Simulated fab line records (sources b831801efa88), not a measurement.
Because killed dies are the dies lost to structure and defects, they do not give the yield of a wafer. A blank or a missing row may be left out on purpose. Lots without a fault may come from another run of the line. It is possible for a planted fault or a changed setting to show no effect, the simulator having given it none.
fab line records	flow gf180mcu	part 2 of 2: steps 35 to 46 of 46
[record] lots = 5	wafers = 15	last_day = 34
route steps=602 shown NWELL@45 LVPWELL@54 MVSD@66 MVPSD@78 VT_IMPLANT@90
lots with no fault: from the same line, run without faults
start_h: start of the lot's first displayed wafer, in hours after the record's first day	wait_h: time in hours since the lot's previous step	" as in the row above	L1.1+2: a single row standing in for several wafers	- value missing, or start not given	* or withheld: withheld	< > ~ a bound
route shown NAME@n: a module of which the file shows steps, and the number in the route of the first	usual: mean/standard deviation taken from wafers without a fault	same: alike in all rows	chamber/n: place in a boat	sites: per-site readings	_std_site: their standard deviation	_edge_site: the outer-site mean with the inner-site mean subtracted	radius_mm: how far each site lies from the wafer's centre	mask NAME#n: copy n	behind: the last tool/chamber to shape the wafer	hold: what put the lot on hold/how long, in hours/how the hold closed	device: whichever transistor did not switch (one of n, p or np)	end of line: the tests these same wafers got at the end of their route	a step given without rows: its recipe and nothing more	killed: the dies lost at the first sort to structure and to defects; this is not the yield of the wafer	map: per-die view of a wafer (x killed, . not killed, _ where there is no die)
set.NAME: the setting as run; set.NAME@STEP: as run at that earlier step	model.NAME: the simulator's own value behind a step, which no gauge read
certain route steps with their lots: each step a table, each wafer a row
services: from which hour (start_h, from the record's first day; less than 0 if before it) a tool's chamber was out of use, for how many hours, and why
[[steps]]
[step GF_MVPSD_HMDS_01]
[recipe] prime_time_s = 60	prime_temp_c = 120
lot.wafer	tool	chamber	start_h	wait_h
L075.4+5+6	litho_track-03	0	94.95	0.1
L076.2+3+4	litho_track-03	0	100.25	0.1
L087.3+5+6	litho_track-02	0	165.90	0.1
L094.3+5+6	litho_track-03	0	206.07	0.1
L096.1+2+6	litho_track-02	0	220.10	0.1
[step GF_MVPSD_COAT_02]
[recipe] spin_rpm = 2000	resist_thk_nm = 3000
[usual] dispense_pressure_kPa = 52/5
lot.wafer	tool	chamber	start_h	wait_h	dispense_pressure_kPa
L075.4	litho_track-03	0	95.10	0.1	48
L075.5	"	0	"	"	48
L075.6	"	0	"	"	48
L076.2	litho_track-03	0	100.40	0.1	48
L076.3	"	0	"	"	48
L076.4	"	0	"	"	48
L087.3	litho_track-02	0	166.05	0.1	59
L087.5	"	0	"	"	59
L087.6	"	0	"	"	59
L094.3	litho_track-03	0	206.22	0.1	48
L094.5	"	0	"	"	48
L094.6	"	0	"	"	48
L096.1	litho_track-02	0	220.25	0.1	59
L096.2	"	0	"	"	59
L096.6	"	0	"	"	59
[step GF_MVPSD_SOFTBAKE_03]
[recipe] temp_c = 110	time_s = withheld
lot.wafer	tool	chamber	start_h	wait_h
L075.4+5+6	litho_track-03	0	95.28	0.1
L076.2+3+4	litho_track-03	0	100.56	0.1
L087.3+5+6	litho_track-02	0	166.22	0.1
L094.3+5+6	litho_track-03	0	206.39	0.1
L096.1+2+6	litho_track-02	0	220.40	0.1
[step GF_MVPSD_EXPOSE_04]
[recipe] mask_id = MVPSD	target_cd_nm = 1000	na = 0.6	source_shape = conventional	sigma_outer = 0.6	dose_mj = 260
[usual] reticle_temp_C = 23.00/0.12	stage_vel_mm_s = 500.00/0.23
[same] na = 0.6
lot.wafer	tool	chamber	start_h	wait_h	mask	reticle_temp_C	stage_vel_mm_s
L075.4	iline_stepper-02	0	-	-	MVPSD#0	22.97	500.16
L075.5	"	0	"	"	MVPSD#0	22.74	500.23
L075.6	"	0	"	"	MVPSD#0	22.90	500.03
L076.2	iline_stepper-02	0	-	-	MVPSD#0	23.01	500.11
L076.3	"	0	"	"	MVPSD#0	22.86	499.68
L076.4	"	0	"	"	MVPSD#0	22.86	499.85
L087.3	iline_stepper-02	0	-	-	MVPSD#0	23.06	499.85
L087.5	"	0	"	"	MVPSD#0	23.05	499.87
L087.6	"	0	"	"	MVPSD#0	23.13	500.05
L094.3	iline_stepper-02	0	-	-	MVPSD#0	23.06	500.31
L094.5	"	0	"	"	MVPSD#0	22.92	500.01
L094.6	"	0	"	"	MVPSD#0	22.90	500.07
L096.1	iline_stepper-02	0	-	-	MVPSD#0	22.95	500.23
L096.2	"	0	"	"	MVPSD#0	22.93	500.10
L096.6	"	0	"	"	MVPSD#0	22.99	500.32
[step GF_MVPSD_PEB_05]
[recipe] temp_c = 115	time_s = withheld
lot.wafer	tool	chamber	start_h	wait_h
L075.4+5+6	litho_track-04	0	-	-
L076.2+3+4	litho_track-02	0	-	-
L087.3+5+6	litho_track-02	0	-	-
L094.3+5+6	litho_track-04	0	-	-
L096.1+2+6	litho_track-04	0	-	-
[step GF_MVPSD_DEVELOP_06]
[recipe] wall_angle_deg = 90	develop_time_s = 60	dev_temp_c = 23
[same] develop_time_s = 60
lot.wafer	tool	chamber	start_h	wait_h
L075.4+5+6	litho_track-04	0	-	-
L076.2+3+4	litho_track-02	0	-	-
L087.3+5+6	litho_track-02	0	-	-
L094.3+5+6	litho_track-04	0	-	-
L096.1+2+6	litho_track-04	0	-	-
[step GF_MVPSD_OVL_MEAS_07]
[usual] MVPSD_OVL = -0.2/1.4
lot.wafer	tool	chamber	start_h	wait_h	MVPSD_OVL[nm]
L075.4	overlay-02	-	102.35	-	2.1
L075.5	"	-	"	"	0.5
L075.6	"	-	"	"	-0.3
L076.2	overlay-02	-	107.51	-	-2.1
L076.3	"	-	"	"	0.2
L076.4	"	-	"	"	-2.7
L087.3	overlay-01	-	174.07	-	-0.8
L087.5	"	-	"	"	-2.6
L087.6	"	-	"	"	-1.6
L094.3	overlay-01	-	215.09	-	-1.4
L094.5	"	-	"	"	-2.3
L094.6	"	-	"	"	0.2
L096.1	overlay-01	-	228.98	-	0.7
L096.2	"	-	"	"	-0.1
L096.6	"	-	"	"	-0.3
[step GF_MVPSD_IMPLANT_08]
[recipe] species = B	energy_kev = 170	dose_cm2 = 1.536e+13	tilt_deg = 0
lot.wafer	tool	chamber	start_h	wait_h
L075.4+5+6	implanter-04	0	102.44	0.1
L076.2+3+4	implanter-03	0	107.57	0.0
L087.3+5+6	implanter-01	0	174.14	0.1
L094.3+5+6	implanter-01	0	215.16	0.1
L096.1+2+6	implanter-04	0	229.01	0.0
[step GF_MVPSD_IMPLANT_09]
[recipe] species = B	energy_kev = 40	dose_cm2 = 5e+12	tilt_deg = 0
lot.wafer	tool	chamber	start_h	wait_h
L075.4+5+6	implanter-04	0	102.59	0.1
L076.2+3+4	implanter-03	0	107.72	0.1
L087.3+5+6	implanter-01	0	174.29	0.1
L094.3+5+6	implanter-01	0	215.31	0.1
L096.1+2+6	implanter-04	0	229.16	0.1
[step GF_MVPSD_STRIP_10]
[recipe] chemistry = O2/N2	power_w = 1400	pressure_mtorr = 1500	platen_temp_c = 250	o2_flow_sccm = 3000	n2_flow_sccm = 300	overash_fraction = 0.5
[usual] drypump_motor_current_A = 5.8/0.56	heater_power_w = 360/44	oes_product_au = 0.723/0.0045	strip_time_to_endpoint_s = 36.93/0.11
lot.wafer	tool	chamber	start_h	wait_h	drypump_motor_current_A	heater_power_w	oes_product_au	rf_hours_counter_h	strip_time_to_endpoint_s
L075.4	plasma_asher-04	0	102.70	0.1	6.1	397	0.712	-	36.85
L075.5	"	1	"	"	6.6	391	0.716	-	36.83
L075.6	"	0	"	"	6.1	391	0.722	-	36.91
L076.2	plasma_asher-04	1	107.84	0.1	6.5	392	0.727	41	36.95
L076.3	"	1	"	"	6.6	398	0.724	-	36.90
L076.4	"	0	"	"	6.1	400	0.723	-	36.83
L087.3	plasma_asher-02	0	174.42	0.1	5.2	372	0.729	-	36.80
L087.5	"	0	"	"	5.1	376	0.719	-	36.78
L087.6	"	1	"	"	5.6	297	0.724	-	36.87
L094.3	plasma_asher-03	1	215.45	0.1	4.9	288	0.729	-	37.03
L094.5	"	0	"	"	5.6	323	0.717	-	37.02
L094.6	"	1	"	"	4.9	284	0.726	-	37.06
L096.1	plasma_asher-02	0	229.31	0.1	5.1	384	0.725	56	36.77
L096.2	"	1	"	"	5.7	300	0.722	56	36.68
L096.6	"	1	"	"	5.7	291	0.725	-	36.84
[step GF_MVPSD_TW_MEAS_11]
[usual] MVPSD_TW = 558/6.1
lot.wafer	tool	chamber	start_h	wait_h	MVPSD_TW
L075.4	film_metro-04	-	102.79	0.1	555
L075.5	"	-	"	"	554
L075.6	"	-	"	"	553
L076.2	film_metro-04	-	107.95	0.1	556
L076.3	"	-	"	"	557
L076.4	"	-	"	"	559
L087.3	film_metro-03	-	174.51	0.1	553
L087.5	"	-	"	"	552
L087.6	"	-	"	"	551
L094.3	film_metro-04	-	215.53	0.1	554
L094.5	"	-	"	"	558
L094.6	"	-	"	"	559
L096.1	film_metro-02	-	229.41	0.1	567
L096.2	"	-	"	"	566
L096.6	"	-	"	"	564
[step GF_VT_IMPLANT_DEHYDRATE_00]
[recipe] temp_c = 200	time_s = 60
lot.wafer	tool	chamber	start_h	wait_h
L075.4+5+6	litho_track-04	0	109.05	6.2
L076.2+3+4	litho_track-01	0	114.74	6.8
L087.3+5+6	litho_track-02	0	182.55	8.0
L094.3+5+6	litho_track-04	0	223.83	8.3
L096.1+2+6	litho_track-04	0	238.43	9.0
[[services]]
tool	chamber	start_h	hours	kind
implanter-03	-	34.42	4.2	pm
iline_stepper-01	-	53.62	8.9	pm
plasma_asher-03	-	55.22	1.8	repair
iline_stepper-02	-	69.16	1.7	pm
implanter-04	-	76.09	5.1	repair
implanter-01	-	81.19	26.8	pm
iline_stepper-02	-	83.67	10.4	repair
iline_stepper-02	-	92.22	0.7	repair
plasma_asher-02	-	98.68	51.9	repair
implanter-02	-	101.21	2.0	repair
implanter-01	-	107.96	4.5	pm
plasma_asher-03	-	108.75	9.0	pm
implanter-04	-	132.20	7.0	repair
plasma_asher-01	-	134.71	15.6	pm
iline_stepper-01	-	148.41	8.9	repair
plasma_asher-03	-	150.35	2.8	pm
plasma_asher-02	-	150.61	2.8	pm
implanter-01	-	157.29	3.4	repair
iline_stepper-01	-	164.36	0.5	repair
implanter-02	-	187.77	1.1	repair
iline_stepper-01	-	199.40	1.7	pm
plasma_asher-03	-	199.69	0.4	repair
implanter-01	-	199.83	1.9	repair
implanter-01	-	227.42	0.8	repair
